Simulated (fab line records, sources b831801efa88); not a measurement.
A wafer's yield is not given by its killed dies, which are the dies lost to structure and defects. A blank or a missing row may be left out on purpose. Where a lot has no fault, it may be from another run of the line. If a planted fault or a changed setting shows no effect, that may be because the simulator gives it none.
Chamber matching    flow gf180mcu    4 sister chambers for GF_V3_CMP_26 on cmp-02
The step polishes, stops on SiO2, t overpolish 15 s, target thk 0 nm. 30 wafers are shown with their chamber, then 12 later ones without.

== WAFERS WITH THEIR CHAMBER ==
wafer   chamber  motor_current_A (A)  time_to_endpoint_s (s)  overpolish_run_s (s)
L074.2  3        11.4                 88                      14.998
L074.3  2        12.1                 87                      15.011
L074.5  2        12.1                 88                      15.000
L078.1  1        9.1                  83                      15.011
L078.3  0        10.1                 78                      14.989
L078.6  3        11.9                 79                      15.000
L080.1  0        10.1                 79                      14.983
L080.2  3        11.4                 79                      14.986
L080.6  0        10.1                 78                      15.002
L081.1  3        12.3                 86                      15.012
L081.3  0        10.5                 85                      14.995
L081.4  1        9.6                  86                      15.006
L083.3  0        10.0                 79                      15.011
L083.5  1        9.6                  83                      15.000
L083.6  0        10.3                 75                      14.996
L084.1  0        10.6                 84                      15.007
L084.2  3        12.1                 84                      14.999
L084.6  2        12.7                 88                      15.005
L085.3  3        11.8                 82                      15.017
L085.5  3        12.0                 85                      14.995
L085.6  2        13.0                 84                      15.003
L086.2  0        10.5                 81                      14.998
L086.5  0        10.6                 84                      15.014
L086.6  1        9.6                  83                      15.001
L087.1  1        9.3                  87                      15.012
L087.4  2        13.0                 84                      15.002
L087.6  2        12.3                 84                      15.012
L088.2  3        11.5                 83                      14.998
L088.4  0        10.4                 82                      14.998
L088.5  2        12.3                 85                      14.989

SIGNATURES, as means of the wafers listed above
reading             chamber 0  chamber 1  chamber 2  chamber 3  scatter within a chamber
motor_current_A     10.320     9.440      12.500     11.800     0.306
time_to_endpoint_s  80.50      84.40      85.71      83.25      2.79
overpolish_run_s    14.99930   15.00600   15.00314   15.00062   0.00868
Rule: a wafer's distance from a chamber is the root of the sum, over the readings, of the square of ((its reading less the chamber's mean) divided by the reading's scatter). If the next closest chamber is less than 2 further off than the closest, the wafer can't be placed; otherwise it belongs to the closest. How the scatter is found: for the shown wafers, subtract from each reading the mean of its chamber, square and add these, divide the total by (wafers less chambers), then take the root.

== WAFERS WITH NO CHAMBER GIVEN ==
wafer   motor_current_A (A)  time_to_endpoint_s (s)  overpolish_run_s (s)
L089.1  9.1                  86                      14.994
L089.2  12.7                 88                      15.001
L089.4  10.2                 87                      15.003
L094.1  12.1                 87                      14.998
L094.5  12.7                 85                      15.007
L094.6  12.1                 86                      14.993
L095.1  12.6                 88                      14.997
L095.2  10.1                 84                      15.001
L095.4  8.8                  90                      14.989
L096.1  12.3                 85                      15.011
L096.3  9.5                  87                      14.999
L096.6  12.2                 87                      15.013

== WHICH CHAMBER EACH WENT THROUGH ==
wafer   from the rows above      in truth
L089.1  1                        1
L089.2  2                        2
L089.4  can't be placed: 0 or 1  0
L094.1  can't be placed: 2 or 3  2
L094.5  2                        2
L094.6  can't be placed: 3 or 2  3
L095.1  2                        2
L095.2  can't be placed: 0 or 1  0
L095.4  1                        1
L096.1  can't be placed: 2 or 3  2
L096.3  1                        1
L096.6  can't be placed: 2 or 3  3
Placed correctly: 6 of 12. Cannot be placed on the basis of these rows: 6; the candidates contain the true chamber in 6. Placed wrongly: 0.
